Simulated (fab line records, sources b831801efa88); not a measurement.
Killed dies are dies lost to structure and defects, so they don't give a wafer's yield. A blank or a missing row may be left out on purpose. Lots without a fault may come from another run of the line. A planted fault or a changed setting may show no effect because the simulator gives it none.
fab line records | flow gf180mcu | part 1 of 2: steps 1 to 30 of 44
record lots=5 wafers=15 last_day=34
route steps=602 shown STI@2 DNWELL@32 NWELL@42
lots that met no fault: from a run of the same line without faults
start_h: hours from the record's first day to the start of the lot's first wafer shown | wait_h: hours since the lot's step before | " the same as in the row above | L1.1+2: a row that stands for several wafers | - no value, or no start given | * or withheld: withheld | < > ~ a bound
route shown NAME@n: a module of which the file shows steps, and the number in the route of the first | usual: mean/standard deviation of fault-free wafers | same: alike in all rows | chamber/n: place in a boat | sites: the reading at each site | _std_site: their standard deviation | _edge_site: outer sites' mean less inner sites' | radius_mm: how far each site lies from the wafer's centre | mask NAME#n: copy n | behind: the tool/chamber that last shaped the wafer | hold: why the lot was held/for how many hours/how that ended | device: the transistor (n, p or np) that didn't switch | end of line: the same wafers' tests at the end of the route | a step without rows: its recipe alone | killed: dies lost to structure and defects at the first sort, not the wafer's yield | map: a wafer's dies, x killed, . not, _ none there
set.NAME: the setting as run; set.NAME@STEP: as run at that earlier step | model.NAME: the simulator's own value behind a step, which no gauge read
lots at some steps of the route; a table a step, a row a wafer
services: from which hour (start_h, from the record's first day; less than 0 if before it) a tool's chamber was out of use, for how many hours, and why
## steps
# step GF_STI_OXIDATION_01
# recipe temp_c=900 ambient=O2 stabilise_s=600 purge_s=300 target_thk_a=100 ox_time_s=1418
# usual zone_power_centre_pct=18.8/1.2 zone_power_top_pct=34/4.1
# columns lot.wafer tool chamber start_h wait_h zone_power_centre_pct zone_power_top_pct
L075.1 furnace-02 0 15.12 0.1 20.3 39
L075.3 " 0 " " 20.0 38
L075.6 " 0 " " 19.9 40
L082.1 furnace-02 0 50.91 0.9 20.4 39
L082.3 " 0 " " 20.1 39
L082.4 " 0 " " 20.1 39
L089.3 furnace-01 0 86.24 1.2 17.6 31
L089.4 " 0 " " 17.7 30
L089.6 " 0 " " 17.5 30
L095.1 furnace-02 0 115.12 0.1 20.1 38
L095.5 " 0 " " 20.1 39
L095.6 " 0 " " 20.0 39
L096.1 furnace-01 0 120.79 0.8 17.4 30
L096.5 " 0 " " 17.8 30
L096.6 " 0 " " 17.8 31
# step GF_STI_THK_MEAS_02
# recipe reads=SiO2_of_STI_OXIDATION_01
# usual STI_OXIDATION_THK=10.04/0.22
# columns lot.wafer tool chamber start_h wait_h STI_OXIDATION_THK[nm]
L075.1 film_metro-02 - 16.51 0.0 10.13
L075.3 " - " " 10.13
L075.6 " - " " 10.17
L082.1 film_metro-03 - 52.31 0.0 10.06
L082.3 " - " " 10.02
L082.4 " - " " 10.00
L089.3 film_metro-04 - 87.65 0.0 9.92
L089.4 " - " " 9.95
L089.6 " - " " 10.12
L095.1 film_metro-02 - 116.51 0.0 10.28
L095.5 " - " " 10.31
L095.6 " - " " 10.29
L096.1 film_metro-02 - 122.19 0.0 9.54
L096.5 " - " " 9.62
L096.6 " - " " 9.40
# step GF_STI_CVD_03
# recipe material=Si3N4 precursor=DCS/NH3 target_thk_nm=207.16 temp_c=770 time_s=3716 pressure_mtorr=250
# usual zone_power_centre_pct=14.8/1.5 zone_power_top_pct=26.5/1.7
# columns lot.wafer tool chamber start_h wait_h zone_power_centre_pct zone_power_top_pct
L075.1 lpcvd-01 1 16.57 0.1 16.1 27.4
L075.3 " 1 " " 15.7 27.5
L075.6 " 1 " " 15.7 28.0
L082.1 lpcvd-02 0 52.37 0.1 12.2 28.2
L082.3 " 0 " " 12.2 28.1
L082.4 " 0 " " 12.4 28.2
L089.3 lpcvd-02 1 87.69 0.0 16.5 26.8
L089.4 " 1 " " 16.0 26.5
L089.6 " 1 " " 16.4 26.2
L095.1 lpcvd-02 1 116.57 0.1 16.5 26.4
L095.5 " 1 " " 16.3 26.5
L095.6 " 1 " " 16.2 26.4
L096.1 lpcvd-02 0 122.25 0.1 12.4 28.3
L096.5 " 0 " " 12.4 27.9
L096.6 " 0 " " 12.4 28.3
# step GF_STI_THK_MEAS_04
# recipe reads=Si3N4_of_STI_CVD_03
# usual STI_CVD_03_THK=216.6/1.9
# columns lot.wafer tool chamber start_h wait_h STI_CVD_03_THK[nm]
L075.1 film_metro-02 - 19.55 0.0 214.6
L075.3 " - " " 216.0
L075.6 " - " " 217.0
L082.1 film_metro-04 - 54.35 0.0 214.7
L082.3 " - " " 217.1
L082.4 " - " " 216.3
L089.3 film_metro-03 - 89.70 0.0 215.9
L089.4 " - " " 214.6
L089.6 " - " " 214.9
L095.1 film_metro-02 - 118.56 0.0 219.9
L095.5 " - " " 221.4
L095.6 " - " " 221.1
L096.1 film_metro-03 - 124.23 0.0 216.8
L096.5 " - " " 216.5
L096.6 " - " " 219.2
# step GF_STI_DEHYDRATE_05
# recipe temp_c=200 time_s=60
# columns lot.wafer tool chamber start_h wait_h
L075.1+3+6 litho_track-01 0 25.14 5.6
L082.1+3+4 litho_track-04 0 60.48 6.1
L089.3+4+6 litho_track-04 0 95.78 6.1
L095.1+5+6 litho_track-02 0 125.27 6.7
L096.1+5+6 litho_track-01 0 131.09 6.9
# step GF_STI_HMDS_06
# recipe prime_time_s=60 prime_temp_c=120
# same prime_time_s=60
# columns lot.wafer tool chamber start_h wait_h
L075.1+3+6 litho_track-01 0 25.29 0.1
L082.1+3+4 litho_track-04 0 60.63 0.1
L089.3+4+6 litho_track-04 0 95.93 0.1
L095.1+5+6 litho_track-02 0 125.42 0.1
L096.1+5+6 litho_track-01 0 131.24 0.1
# step GF_STI_COAT_07
# recipe resist=KrF spin_rpm=withheld resist_thk_nm=700
# columns lot.wafer tool chamber start_h wait_h
L075.1+3+6 litho_track-01 0 25.44 0.1
L082.1+3+4 litho_track-04 0 60.78 0.1
L089.3+4+6 litho_track-04 0 96.08 0.1
L095.1+5+6 litho_track-02 0 125.57 0.1
L096.1+5+6 litho_track-01 0 131.39 0.1
# step GF_STI_SOFTBAKE_08
# recipe temp_c=130 time_s=60 resist=KrF
# columns lot.wafer tool chamber start_h wait_h
L075.1+3+6 litho_track-01 0 25.59 0.1
L082.1+3+4 litho_track-04 0 60.93 0.1
L089.3+4+6 litho_track-04 0 96.23 0.1
L095.1+5+6 litho_track-02 0 125.72 0.1
L096.1+5+6 litho_track-01 0 131.54 0.1
# step GF_STI_EXPOSE_09
# recipe mask_id=COMP target_cd_nm=220 na=0.68 source_shape=conventional sigma_outer=0.6 dose_mj=28
# usual stage_vel_mm_s=499.95/0.28
# columns lot.wafer tool chamber start_h wait_h mask stage_vel_mm_s
L075.1 krf_scanner-01 0 - - COMP#0 499.40
L075.3 " 0 " " COMP#0 499.86
L075.6 " 0 " " COMP#0 499.73
L082.1 krf_scanner-01 0 - - COMP#0 500.49
L082.3 " 0 " " COMP#0 500.07
L082.4 " 0 " " COMP#0 499.71
L089.3 krf_scanner-01 0 - - COMP#0 500.17
L089.4 " 0 " " COMP#0 500.42
L089.6 " 0 " " COMP#0 500.55
L095.1 krf_scanner-01 0 - - COMP#0 499.63
L095.5 " 0 " " COMP#0 499.79
L095.6 " 0 " " COMP#0 499.65
L096.1 krf_scanner-02 0 - - COMP#0 499.77
L096.5 " 0 " " COMP#0 499.33
L096.6 " 0 " " COMP#0 499.87
# step GF_STI_PEB_10
# recipe peb_temp_c=135 peb_time_s=90 resist=KrF
# columns lot.wafer tool chamber start_h wait_h
L075.1+3+6 litho_track-01 0 - -
L082.1+3+4 litho_track-02 0 - -
L089.3+4+6 litho_track-02 0 - -
L095.1+5+6 litho_track-02 0 - -
L096.1+5+6 litho_track-04 0 - -
# step GF_STI_DEVELOP_11
# recipe develop_time_s=60 dev_temp_c=21
# columns lot.wafer tool chamber start_h wait_h
L075.1+3+6 litho_track-01 0 32.09 0.2
L082.1+3+4 litho_track-02 0 67.52 0.2
L089.3+4+6 litho_track-02 0 103.07 0.1
L095.1+5+6 litho_track-02 0 133.17 0.2
L096.1+5+6 litho_track-04 0 139.18 0.2
# step GF_STI_CD_MEAS_12
# recipe target_cd_nm=220
# usual cd_nm=219.8/1
# columns lot.wafer tool chamber start_h wait_h cd_nm
L075.1 cd_sem-02 - 32.24 0.1 220.9
L075.3 " - " " 221.4
L075.6 " - " " 220.6
L082.1 cd_sem-01 - 67.67 0.1 219.1
L082.3 " - " " 218.7
L082.4 " - " " 220.7
L089.3 cd_sem-02 - 103.21 0.1 218.2
L089.4 " - " " 218.1
L089.6 " - " " 218.3
L095.1 cd_sem-01 - 133.32 0.1 219.0
L095.5 " - " " 218.5
L095.6 " - " " 219.3
L096.1 cd_sem-02 - 139.33 0.1 221.7
L096.5 " - " " 220.6
L096.6 " - " " 221.2
# step GF_STI_ETCH_13
# recipe chemistry=CHF3/O2 stop_on=Si over_etch_frac=0.3 target_depth_a=2823.1 source_w=600 bias_w=200 pressure_mtorr=40 chf3_flow_sccm=50 O2_flow_sccm=5 time_s=112.9
# usual drypump_motor_current_A=5.8/0.32 oes_product_au=0.854/0.0059 throttle_valve_pct=8.818/0.0093
# columns lot.wafer tool chamber start_h wait_h drypump_motor_current_A oes_product_au rf_hours_counter_h throttle_valve_pct
L075.1 rie_diel-04 1 32.36 0.1 6.5 0.852 115 8.815
L075.3 " 0 " " 5.3 0.846 80 8.836
L075.6 " 2 " " 5.6 0.855 - 8.810
L082.1 rie_diel-04 3 67.79 0.1 6.2 0.850 152 8.825
L082.3 " 1 " " 6.5 0.849 116 8.808
L082.4 " 0 " " 5.4 0.854 81 8.828
L089.3 rie_diel-02 2 103.29 0.1 5.7 0.855 160 8.816
L089.4 " 1 " " 5.6 0.851 - 8.815
L089.6 " 0 " " 5.4 0.858 - 8.812
L095.1 rie_diel-04 0 133.44 0.1 5.4 0.866 83 8.807
L095.5 " 1 " " 6.5 0.864 - 8.832
L095.6 " 0 " " 5.4 0.863 - 8.819
L096.1 rie_diel-02 1 139.45 0.1 5.6 0.848 126 8.815
L096.5 " 0 " " 5.3 0.853 - 8.833
L096.6 " 1 " " 5.6 0.859 - 8.814
# step GF_STI_ETCH_14
# recipe target=Si chemistry=HBr/Cl2/O2 target_depth_nm=360 icp_w=600 bias_w=150 pressure_mtorr=15 HBr_flow_sccm=150 Cl2_flow_sccm=40 O2_flow_sccm=6 time_s=102.9
# usual drypump_motor_current_A=5.5/0.31 oes_product_au=1.000/0.0088 throttle_valve_pct=25.656/0.0095
# columns lot.wafer tool chamber start_h wait_h drypump_motor_current_A oes_product_au rf_hours_counter_h throttle_valve_pct
L075.1 rie_si-02 3 32.44 0.0 5.8 0.996 156 25.656
L075.3 " 1 " " 5.8 0.994 2 25.658
L075.6 " 1 " " 5.8 0.986 - 25.660
L082.1 rie_si-02 0 67.87 0.0 6.0 1.000 2 25.645
L082.3 " 1 " " 5.8 0.989 3 25.654
L082.4 " 0 " " 6.0 1.003 - 25.643
L089.3 rie_si-01 2 103.37 0.0 5.2 0.987 111 25.665
L089.4 " 3 " " 5.1 1.002 17 25.669
L089.6 " 2 " " 5.1 0.988 - 25.669
L095.1 rie_si-02 2 133.52 0.0 5.6 1.001 4 25.658
L095.5 " 1 " " 5.8 0.990 - 25.672
L095.6 " 0 " " 6.0 0.998 - 25.656
L096.1 rie_si-01 3 139.53 0.0 5.1 1.010 17 25.666
L096.5 " 0 " " 5.8 0.987 - 25.658
L096.6 " 3 " " 5.1 1.010 - 25.644
# step GF_STI_STRIP_15
# recipe chemistry=O2/N2 power_w=1400 pressure_mtorr=1500 platen_temp_c=250 o2_flow_sccm=2946 n2_flow_sccm=300 overash_fraction=0.5
# usual drypump_motor_current_A=5.75/0.27 heater_power_w=364/15 oes_product_au=0.385/0.0054 strip_time_to_endpoint_s=3.74/0.053
# same overash_fraction=0.5
# columns lot.wafer tool chamber start_h wait_h drypump_motor_current_A heater_power_w oes_product_au rf_hours_counter_h strip_time_to_endpoint_s
L075.1 plasma_asher-03 0 32.52 0.0 5.58 372 0.382 37 3.82
L075.3 " 1 " " 6.09 357 0.382 - 3.79
L075.6 " 1 " " 6.07 343 0.375 - 3.71
L082.1 plasma_asher-03 0 67.95 0.0 5.55 371 0.386 41 3.77
L082.3 " 0 " " 5.54 367 0.390 - 3.81
L082.4 " 1 " " 6.08 359 0.392 - 3.78
L089.3 plasma_asher-03 0 103.48 0.1 5.60 378 0.381 - 3.78
L089.4 " 1 " " 6.08 353 0.385 - 3.70
L089.6 " 1 " " 6.07 356 0.387 - 3.77
L095.1 plasma_asher-03 0 133.60 0.0 5.56 370 0.389 50 3.76
L095.5 " 1 " " 6.07 364 0.390 - 3.77
L095.6 " 0 " " 5.54 365 0.389 - 3.80
L096.1 plasma_asher-04 0 139.60 0.0 5.69 417 0.378 2 3.71
L096.5 " 0 " " 5.71 415 0.388 - 3.79
L096.6 " 1 " " 5.57 363 0.388 - 3.72
# step GF_STI_CLEAN_16
# recipe chemistry=dHF time_s=25 dilution=100:1
# columns lot.wafer tool chamber start_h wait_h
L075.1+3+6 wet_bench-04 0 32.62 0.1
L082.1+3+4 wet_bench-01 0 68.05 0.1
L089.3+4+6 wet_bench-02 1 103.55 0.0
L095.1+5+6 wet_bench-04 3 133.70 0.1
L096.1+5+6 wet_bench-02 2 139.70 0.1
# step GF_STI_WET_ETCH_17
# recipe chemistry=H3PO4 target_depth_nm=45 temp_c=160 target=Si3N4 time_s=514
# columns lot.wafer tool chamber start_h wait_h
L075.1+3+6 wet_bench-01 1 32.63 0.0
L082.1+3+4 wet_bench-04 0 68.06 0.0
L089.3+4+6 wet_bench-04 1 103.56 0.0
L095.1+5+6 wet_bench-02 3 133.71 0.0
L096.1+5+6 wet_bench-01 2 139.72 0.0
# step GF_STI_CLEAN_18
# recipe chemistry=SC1/SC2 mix=1:4:20 temp_c=70 time_s=150
# columns lot.wafer tool chamber start_h wait_h
L075.1+3+6 wet_bench-02 0 32.93 0.0
L082.1+3+4 wet_bench-02 1 68.21 0.0
L089.3+4+6 wet_bench-01 2 103.71 0.0
L095.1+5+6 wet_bench-04 0 133.88 0.0
L096.1+5+6 wet_bench-04 0 139.87 0.0
# step GF_STI_CLEAN_19
# recipe chemistry=dHF time_s=20 dilution=100:1
# columns lot.wafer tool chamber start_h wait_h
L075.1+3+6 wet_bench-04 1 32.99 0.0
L082.1+3+4 wet_bench-01 2 68.26 0.0
L089.3+4+6 wet_bench-02 2 103.76 0.0
L095.1+5+6 wet_bench-01 3 133.93 0.0
L096.1+5+6 wet_bench-02 0 139.92 0.0
# step GF_STI_WET_ETCH_20
# recipe chemistry=dHF dilution=100:1 target_depth_nm=20 temp_c=25 dry=ipa_marangoni target=SiO2 time_s=400
# columns lot.wafer tool chamber start_h wait_h
L075.1+3+6 wet_bench-01 0 33.00 0.0
L082.1+3+4 wet_bench-04 1 68.28 0.0
L089.3+4+6 wet_bench-04 3 103.78 0.0
L095.1+5+6 wet_bench-02 2 133.94 0.0
L096.1+5+6 wet_bench-01 1 139.94 0.0
# step GF_STI_OXIDATION_21
# recipe temp_c=1000 ambient=O2 stabilise_s=600 purge_s=300 target_thk_a=150 ox_time_s=458
# usual zone_power_centre_pct=23.7/1.5 zone_power_top_pct=41/5
# columns lot.wafer tool chamber start_h wait_h zone_power_centre_pct zone_power_top_pct
L075.1 furnace-01 0 34.62 1.4 22.2 37
L075.3 " 0 " " 22.3 37
L075.6 " 0 " " 22.3 37
L082.1 furnace-01 0 68.96 0.6 22.2 37
L082.3 " 0 " " 22.6 37
L082.4 " 0 " " 22.4 37
L089.3 furnace-02 0 105.03 1.1 25.3 47
L089.4 " 0 " " 25.4 47
L089.6 " 0 " " 24.8 47
L095.1 furnace-02 0 134.42 0.3 25.0 47
L095.5 " 0 " " 25.0 46
L095.6 " 0 " " 25.4 46
L096.1 furnace-02 0 140.06 0.0 24.9 47
L096.5 " 0 " " 25.0 46
L096.6 " 0 " " 25.1 46
# step GF_STI_THK_MEAS_22
# recipe reads=SiO2_of_STI_OXIDATION_21
# usual STI_OXIDATION_01_THK=15.0/0.31
# columns lot.wafer tool chamber start_h wait_h STI_OXIDATION_01_THK[nm]
L075.1 film_metro-04 - 35.74 0.0 15.1
L075.3 " - " " 15.1
L075.6 " - " " 14.8
L082.1 film_metro-02 - 70.09 0.0 15.1
L082.3 " - " " 14.9
L082.4 " - " " 15.3
L089.3 film_metro-03 - 106.17 0.0 14.8
L089.4 " - " " 14.8
L089.6 " - " " 15.1
L095.1 film_metro-02 - 135.54 0.0 15.3
L095.5 " - " " 15.2
L095.6 " - " " 15.4
L096.1 film_metro-03 - 141.18 0.0 14.7
L096.5 " - " " 15.0
L096.6 " - " " 14.7
# step GF_STI_CVD_23
# recipe material=SiO2 target_thk_nm=650 sigma_open_frac=0.3 time_s=108.3 temp_c=600 sih4_flow_sccm=60 pressure_mtorr=6
# columns lot.wafer tool chamber start_h wait_h
L075.1+3+6 hdpcvd-01 1,0,0 35.80 0.1
L082.1+3+4 hdpcvd-01 0,0,1 70.15 0.1
L089.3+4+6 hdpcvd-02 1,0,2 106.21 0.0
L095.1+5+6 hdpcvd-02 2,0,1 135.60 0.1
L096.1+5+6 hdpcvd-02 1,1,0 141.24 0.1
# step GF_STI_THK_MEAS_24
# recipe reads=SiO2_of_STI_CVD_23
# usual STI_CVD_23_THK=650/6.4
# columns lot.wafer tool chamber start_h wait_h STI_CVD_23_THK[nm]
L075.1 film_metro-03 - 35.88 0.0 643
L075.3 " - " " 649
L075.6 " - " " 657
L082.1 film_metro-03 - 70.26 0.1 660
L082.3 " - " " 650
L082.4 " - " " 647
L089.3 film_metro-04 - 106.31 0.1 667
L089.4 " - " " 666
L089.6 " - " " 663
L095.1 film_metro-03 - 135.68 0.0 650
L095.5 " - " " 643
L095.6 " - " " 648
L096.1 film_metro-03 - 141.32 0.0 646
L096.5 " - " " 638
L096.6 " - " " 647
# step GF_STI_CMP_25
# recipe stop_on=Si3N4 t_overpolish_s=33 down_force_psi=4 platen_rpm=60 target_thk_nm=524.6 pad_velocity_m_s=0.94248
# usual motor_current_A=11.5/1 overpolish_run_s=33.001/0.0095 slurry_filter_dp_kPa=13.50/0.14 time_to_endpoint_s=123/5.2
# columns lot.wafer tool chamber start_h wait_h motor_current_A overpolish_run_s slurry_filter_dp_kPa time_to_endpoint_s
L075.3 cmp-02 2 35.99 0.1 11.0 33.006 13.50 123
L075.1 " 0 " " 10.1 32.996 13.34 120
L075.6 " 2 " " 11.1 33.013 13.22 124
L082.3 cmp-01 3 70.32 0.0 11.4 32.978 13.39 123
L082.1 " 1 " " 10.5 33.010 13.24 122
L082.4 " 2 " " 11.5 33.007 13.55 117
L089.4 cmp-02 0 106.45 0.1 10.4 32.999 13.63 121
L089.3 " 1 " " 13.7 33.008 13.64 126
L089.6 " 3 " " 11.6 33.005 13.69 124
L095.1 cmp-02 1 135.89 0.2 13.8 33.007 13.61 122
L095.6 " 2 " " 11.2 33.014 13.36 123
L095.5 " 3 " " 11.6 33.003 13.59 120
L096.1 cmp-01 3 141.43 0.1 11.5 33.002 13.57 118
L096.6 " 2 " " 12.2 33.023 13.64 112
L096.5 " 3 " " 11.2 32.987 13.45 119
# step GF_STI_WET_ETCH_26
# recipe chemistry=dHF target_depth_nm=94 target=SiO2 temp_c=25 dilution=10:1 time_s=188
# columns lot.wafer tool chamber start_h wait_h
L075.1+3+6 wet_bench-04 0 36.24 0.1
L082.1+3+4 wet_bench-02 0 70.62 0.1
L089.3+4+6 wet_bench-01 0 106.65 0.1
L095.1+5+6 wet_bench-01 3 136.04 0.1
L096.1+5+6 wet_bench-02 2 141.68 0.2
# step GF_STI_WET_ETCH_27
# recipe chemistry=H3PO4 target_depth_nm=160 target=Si3N4 temp_c=160 time_s=1825
# columns lot.wafer tool chamber start_h wait_h
L075.1+3+6 wet_bench-04 3 36.30 0.0
L082.1+3+4 wet_bench-04 3 70.68 0.0
L089.3+4+6 wet_bench-04 2 106.71 0.0
L095.1+5+6 wet_bench-04 3 136.10 0.0
L096.1+5+6 wet_bench-04 3 141.75 0.0
# step GF_STI_WET_ETCH_28
# recipe chemistry=dHF target_depth_nm=20 dry=ipa_marangoni target=SiO2 temp_c=25 dilution=10:1 time_s=40
# columns lot.wafer tool chamber start_h wait_h
L075.1+3+6 wet_bench-02 3 36.82 0.0
L082.1+3+4 wet_bench-02 1 71.20 0.0
L089.3+4+6 wet_bench-02 1 107.23 0.0
L095.1+5+6 wet_bench-02 3 136.62 0.0
L096.1+5+6 wet_bench-01 1 142.26 0.0
# step GF_STI_OXIDATION_29
# recipe temp_c=900 ambient=O2 stabilise_s=600 purge_s=300 target_thk_a=100 ox_time_s=1418
# usual zone_power_centre_pct=18.9/1.2 zone_power_top_pct=35/4.1
# columns lot.wafer tool chamber start_h wait_h zone_power_centre_pct zone_power_top_pct
L075.1 furnace-02 0 36.84 0.0 20.0 39
L075.3 " 0 " " 20.0 39
L075.6 " 0 " " 20.1 39
L082.1 furnace-01 0 71.34 0.1 17.7 31
L082.3 " 0 " " 17.6 30
L082.4 " 0 " " 18.0 30
L089.3 furnace-01 0 107.37 0.1 17.7 31
L089.4 " 0 " " 17.8 31
L089.6 " 0 " " 17.3 31
L095.1 furnace-01 0 136.64 0.0 17.7 30
L095.5 " 0 " " 17.5 31
L095.6 " 0 " " 17.6 31
L096.1 furnace-02 0 142.28 0.0 20.0 39
L096.5 " 0 " " 20.1 39
L096.6 " 0 " " 20.4 40
# step GF_STI_THK_MEAS_30
# recipe reads=SiO2_of_STI_OXIDATION_29
# usual STI_OXIDATION_02_THK=10.02/0.17
# columns lot.wafer tool chamber start_h wait_h STI_OXIDATION_02_THK[nm]
L075.1 film_metro-04 - 38.25 0.0 9.87
L075.3 " - " " 9.88
L075.6 " - " " 9.89
L082.1 film_metro-04 - 72.73 0.0 9.96
L082.3 " - " " 10.14
L082.4 " - " " 9.89
L089.3 film_metro-04 - 108.79 0.0 9.80
L089.4 " - " " 9.84
L089.6 " - " " 9.91
L095.1 film_metro-04 - 138.03 0.0 10.11
L095.5 " - " " 10.10
L095.6 " - " " 9.92
L096.1 film_metro-02 - 143.67 0.0 10.22
L096.5 " - " " 9.90
L096.6 " - " " 9.99
